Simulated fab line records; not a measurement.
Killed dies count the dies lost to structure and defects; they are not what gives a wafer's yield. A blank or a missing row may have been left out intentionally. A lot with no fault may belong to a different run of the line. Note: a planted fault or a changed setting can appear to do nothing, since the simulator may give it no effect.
2 desks looking at one fault ; flow sky130 ; what lay behind the numbers comes last; until then each desk has only its own

== METROLOGY DESK ==
What the gauges read for every lot (on any tool): the sampled wafers with a number, averaged. If a lot's mean is further than 4 standard deviations from the usual mean, the lot is out of limits and carries the mark OUT (the distance appears in the brackets).
Columns: A = VIA2_HDPCVD_THK at SKY_VIA2_THK_MEAS_01, usual 1175 nm
lot;first seen here;A
L578;day 36 08:43;1183
L577;day 36 09:41;1164
L579;day 36 22:00;1193
L580;day 37 00:17;1171
L582;day 37 11:07;1170
L586;day 38 16:22;1158
L588;day 39 05:26;1184
L590;day 39 18:53;1177
L596;day 41 07:11;1301 (+11) OUT
L598;day 41 23:00;1302 (+12) OUT
L599;day 42 05:55;1172
Per this desk, out of limits: L596, L598; the first was L596, day 41 07:11 (VIA2_HDPCVD_THK at SKY_VIA2_THK_MEAS_01). In limits: L578, L577, L579, L580, L582, L586, L588, L590, L599.

== FOR THE TOOL OWNER'S DESK: hdpcvd-02 ==
The tool's own readings at SKY_VIA2_HDPCVD_00 (deposits SiO2, target thk 1180 nm, time 196.7 s): means of the sampled wafers that have a number, for each lot that ran on this tool. If a lot's mean is further than 4 standard deviations from the usual mean, the lot is out of limits and carries the mark OUT (the distance appears in the brackets).
Columns: A = runLengthS at SKY_VIA2_HDPCVD_00, usual 224.2 s
lot;first seen here;A
L578;day 36 08:35;224.3
L588;day 39 05:17;224.4
L596;day 41 07:03;243.3 (+44) OUT
L598;day 41 22:54;243.6 (+45) OUT
This desk's verdict: out of limits on L596, L598, starting with L596 at day 41 07:03 (runLengthS at SKY_VIA2_HDPCVD_00). In limits: L578, L588.

== TAKEN TOGETHER ==
An alarm could have come from the tool owner's desk at day 41 07:03, on L596, L598.
At day 41 07:11 the metrology desk could have sounded an alarm, on L596, L598.
Of the lots named, all ran SKY_VIA2_HDPCVD_00 on hdpcvd-02.

== WHAT HAD BEEN PUT IN BY THE SIMULATOR ==
hdpcvd-02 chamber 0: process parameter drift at SKY_VIA2_HDPCVD_00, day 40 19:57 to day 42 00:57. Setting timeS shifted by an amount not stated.
Struck lots among those shown: L596, L598.
Counting hours from when the fault started, the first reading out of limits came at 11 for the tool owner's desk and at 11 for the metrology desk.
